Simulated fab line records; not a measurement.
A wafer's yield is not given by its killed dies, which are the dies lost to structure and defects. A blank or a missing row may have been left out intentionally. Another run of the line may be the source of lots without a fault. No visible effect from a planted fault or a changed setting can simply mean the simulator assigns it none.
What tool caused it? :: flow gf180mcu :: 39 wafers from 13 lots sampled at 5 of the route's 602 steps

== WHAT EACH GAUGE READ, for each wafer ==
GF_V2_THK_MEAS_25: measures by xrf.
lot: L361
measured: day 20 13:08
on: film-metro-04
V2_W_THK (nm): 341 340 343

lot: L363
measured: day 21 11:32
on: film-metro-04
V2_W_THK (nm): 347 346 342

lot: L364
measured: day 21 18:52
on: film-metro-02
V2_W_THK (nm): 341 349 343

lot: L365
measured: day 22 12:46
on: film-metro-04
V2_W_THK (nm): 348 348 344

lot: L366
measured: day 22 19:27
on: film-metro-01
V2_W_THK (nm): 342 339 338

lot: L367
measured: day 22 22:50
on: film-metro-04
V2_W_THK (nm): 342 343 337

lot: L368
measured: day 23 09:46
on: film-metro-04
V2_W_THK (nm): 346 347 350

lot: L374
measured: day 25 09:34
on: film-metro-04
V2_W_THK (nm): 342 344 344

lot: L375
measured: day 25 16:56
on: film-metro-02
V2_W_THK (nm): 347 346 344

lot: L378
measured: day 26 21:23
on: film-metro-01
V2_W_THK (nm): 342 348 341

lot: L379
measured: day 27 04:15
on: film-metro-04
V2_W_THK (nm): 340 341 340

lot: L380
measured: day 27 09:22
on: film-metro-02
V2_W_THK (nm): 351 345 349

lot: L381
measured: day 27 12:22
on: film-metro-01
V2_W_THK (nm): 354 350 347

GF_M3_RS_MEAS_05: measures by four-point-probe.
lot: L361
measured: day 20 13:43
on: film-metro-04
M3_ALCU_RS (ohm/sq): 0.0685 0.0694 0.0690

lot: L363
measured: day 21 12:08
on: film-metro-04
M3_ALCU_RS (ohm/sq): 0.0677 0.0677 0.0694

lot: L364
measured: day 21 19:40
on: film-metro-04
M3_ALCU_RS (ohm/sq): 0.0696 0.0693 0.0686

lot: L365
measured: day 22 13:20
on: film-metro-04
M3_ALCU_RS (ohm/sq): 0.0701 0.0698 0.0691

lot: L366
measured: day 22 20:02
on: film-metro-03
M3_ALCU_RS (ohm/sq): 0.0709 0.0693 0.0701

lot: L367
measured: day 22 23:25
on: film-metro-02
M3_ALCU_RS (ohm/sq): 0.0683 0.0697 0.0705

lot: L368
measured: day 23 10:21
on: film-metro-02
M3_ALCU_RS (ohm/sq): 0.0692 0.0690 0.0673

lot: L374
measured: day 25 10:10
on: film-metro-04
M3_ALCU_RS (ohm/sq): 0.0694 0.0693 0.0696

lot: L375
measured: day 25 17:31
on: film-metro-04
M3_ALCU_RS (ohm/sq): 0.0697 0.0695 0.0692

lot: L378
measured: day 26 21:58
on: film-metro-02
M3_ALCU_RS (ohm/sq): 0.0683 0.0696 0.0697

lot: L379
measured: day 27 04:50
on: film-metro-04
M3_ALCU_RS (ohm/sq): 0.0699 0.0689 0.0688

lot: L380
measured: day 27 09:58
on: film-metro-03
M3_ALCU_RS (ohm/sq): 0.0687 0.0690 0.0683

lot: L381
measured: day 27 12:58
on: film-metro-03
M3_ALCU_RS (ohm/sq): 0.0702 0.0689 0.0695

GF_V3_THK_MEAS_01.
lot: L361
measured: day 21 14:29
on: film-metro-01
V3_CVD_00_THK (nm): 604 596 603

lot: L363
measured: day 22 12:03
on: film-metro-03
V3_CVD_00_THK (nm): 600 611 601

lot: L364
measured: day 22 19:32
on: film-metro-03
V3_CVD_00_THK (nm): 588 596 590

lot: L365
measured: day 23 12:59
on: film-metro-02
V3_CVD_00_THK (nm): 602 597 604

lot: L366
measured: day 23 19:53
on: film-metro-01
V3_CVD_00_THK (nm): 296 297 303

lot: L367
measured: day 23 23:10
on: film-metro-01
V3_CVD_00_THK (nm): 298 302 301

lot: L368
measured: day 24 10:07
on: film-metro-02
V3_CVD_00_THK (nm): 597 585 600

lot: L374
measured: day 26 07:41
on: film-metro-01
V3_CVD_00_THK (nm): 606 612 603

lot: L375
measured: day 26 14:29
on: film-metro-03
V3_CVD_00_THK (nm): 601 604 612

lot: L378
measured: day 27 17:58
on: film-metro-01
V3_CVD_00_THK (nm): 596 603 600

lot: L379
measured: day 28 01:07
on: film-metro-03
V3_CVD_00_THK (nm): 604 618 618

lot: L380
measured: day 28 06:44
on: film-metro-03
V3_CVD_00_THK (nm): 612 619 618

lot: L381
measured: day 28 09:43
on: film-metro-02
V3_CVD_00_THK (nm): 600 592 602

== EACH LOT AND THE TOOL THAT RAN IT (in order: tool; ch and the chambers of the sampled wafers; start) ==
lot: L361
GF_M3_SPUTTER_03: pvd-sputter-04, day 20 13:39
GF_V3_CVD_00: hdpcvd-01 ch 0,1,2, day 21 14:24

lot: L363
GF_M3_SPUTTER_03: pvd-sputter-04, day 21 12:01
GF_V3_CVD_00: hdpcvd-02 ch 0,2, day 22 11:57

lot: L364
GF_M3_SPUTTER_03: pvd-sputter-04, day 21 19:36
GF_V3_CVD_00: hdpcvd-01 ch 1,2, day 22 19:28

lot: L365
GF_M3_SPUTTER_03: pvd-sputter-04, day 22 13:17
GF_V3_CVD_00: hdpcvd-01 ch 0,1,2, day 23 12:55

lot: L366
GF_M3_SPUTTER_03: pvd-sputter-02, day 22 19:58
GF_V3_CVD_00: hdpcvd-01 ch 0, day 23 19:47

lot: L367
GF_M3_SPUTTER_03: pvd-sputter-04, day 22 23:22
GF_V3_CVD_00: hdpcvd-01 ch 0,1, day 23 23:04

lot: L368
GF_M3_SPUTTER_03: pvd-sputter-02, day 23 10:16
GF_V3_CVD_00: hdpcvd-02 ch 0,1, day 24 10:02

lot: L374
GF_M3_SPUTTER_03: pvd-sputter-03, day 25 10:05
GF_V3_CVD_00: hdpcvd-02 ch 0,1, day 26 07:36

lot: L375
GF_M3_SPUTTER_03: pvd-sputter-04, day 25 17:27
GF_V3_CVD_00: hdpcvd-02 ch 0,1,2, day 26 14:25

lot: L378
GF_M3_SPUTTER_03: pvd-sputter-02, day 26 21:54
GF_V3_CVD_00: hdpcvd-01 ch 0,1, day 27 17:54

lot: L379
GF_M3_SPUTTER_03: pvd-sputter-02, day 27 04:46
GF_V3_CVD_00: hdpcvd-02 ch 0,1, day 28 01:03

lot: L380
GF_M3_SPUTTER_03: pvd-sputter-03, day 27 09:53
GF_V3_CVD_00: hdpcvd-02 ch 0,1,2, day 28 06:37

lot: L381
GF_M3_SPUTTER_03: pvd-sputter-02, day 27 12:53
GF_V3_CVD_00: hdpcvd-01 ch 0,1,2, day 28 09:38
- GF_M3_SPUTTER_03: material Ti, target thk 10 nm, time 6.7 s.
- GF_V3_CVD_00: deposits SiO2, target thk 600 nm, time 100 s.

== WHAT THE TOOLS THEMSELVES READ (means of the sampled wafers that have a number; where no wafer has one, the mark that the record gives instead) ==
GF_M3_SPUTTER_03.
lot: L361
tool: pvd-sputter-04
throttle-valve-pct (%): 29.8

lot: L363
tool: pvd-sputter-04
throttle-valve-pct (%): 29.5

lot: L364
tool: pvd-sputter-04
throttle-valve-pct (%): 30.0

lot: L365
tool: pvd-sputter-04
throttle-valve-pct (%): 29.3

lot: L366
tool: pvd-sputter-02
throttle-valve-pct (%): 30.8

lot: L367
tool: pvd-sputter-04
throttle-valve-pct (%): 29.6

lot: L368
tool: pvd-sputter-02
throttle-valve-pct (%): 30.9

lot: L374
tool: pvd-sputter-03
throttle-valve-pct (%): 29.8

lot: L375
tool: pvd-sputter-04
throttle-valve-pct (%): 29.9

lot: L378
tool: pvd-sputter-02
throttle-valve-pct (%): 30.8

lot: L379
tool: pvd-sputter-02
throttle-valve-pct (%): 31.7

lot: L380
tool: pvd-sputter-03
throttle-valve-pct (%): 29.5

lot: L381
tool: pvd-sputter-02
throttle-valve-pct (%): 31.6

GF_V3_CVD_00.
lot: L361
tool: hdpcvd-01
sih4-flow-sccm (sccm): 59.88

lot: L363
tool: hdpcvd-02
sih4-flow-sccm (sccm): 60.19

lot: L364
tool: hdpcvd-01
sih4-flow-sccm (sccm): 59.99

lot: L365
tool: hdpcvd-01
sih4-flow-sccm (sccm): 60.04

lot: L366
tool: hdpcvd-01
sih4-flow-sccm (sccm): 30.00

lot: L367
tool: hdpcvd-01
sih4-flow-sccm (sccm): 29.94

lot: L368
tool: hdpcvd-02
sih4-flow-sccm (sccm): 59.90

lot: L374
tool: hdpcvd-02
sih4-flow-sccm (sccm): 59.92

lot: L375
tool: hdpcvd-02
sih4-flow-sccm (sccm): 59.95

lot: L378
tool: hdpcvd-01
sih4-flow-sccm (sccm): 59.88

lot: L379
tool: hdpcvd-02
sih4-flow-sccm (sccm): 59.94

lot: L380
tool: hdpcvd-02
sih4-flow-sccm (sccm): 59.95

lot: L381
tool: hdpcvd-01
sih4-flow-sccm (sccm): 60.02

== THE ANSWER, worked out from the rows above alone ==
Rule: the usual values come from the lots themselves. The widest of any qualifying gaps counts: lots, ordered by their means at a reading, are off when they make up no more than a third of the lots, leave a main group of 4 or more, and stand apart from it by 3 or more times the standard deviation of that group's means. A main group is skipped when, at the precision printed for the reading in the tables above, its means are all equal. Also off: a lot with no number at a reading for which 4 or more lots have one. Any other lot the step has rows for is counted as sound. The gauges are gone through in route order, then the tools' own readings, and for those a lot's mean is taken as printed above. The first step at which some lot is off is used, and at that step the reading that is off furthest; a lot without a number counts as furthest.
Off: L366, L367, at GF_V3_THK_MEAS_01 (V3_CVD_00_THK). The main group: mean 603 nm, standard deviation 7.2.
A tool fits if, at a process step before that reading, it ran every lot that is off, and no sound lot after the first of them. Not tried: the gauges at GF_V3_THK_MEAS_01; whatever is off there is also off at GF_V3_CVD_00, on other tools, and gauge error can't account for it. None of those tried fits.

== WHAT HAD BEEN PUT IN BY THE SIMULATOR ==
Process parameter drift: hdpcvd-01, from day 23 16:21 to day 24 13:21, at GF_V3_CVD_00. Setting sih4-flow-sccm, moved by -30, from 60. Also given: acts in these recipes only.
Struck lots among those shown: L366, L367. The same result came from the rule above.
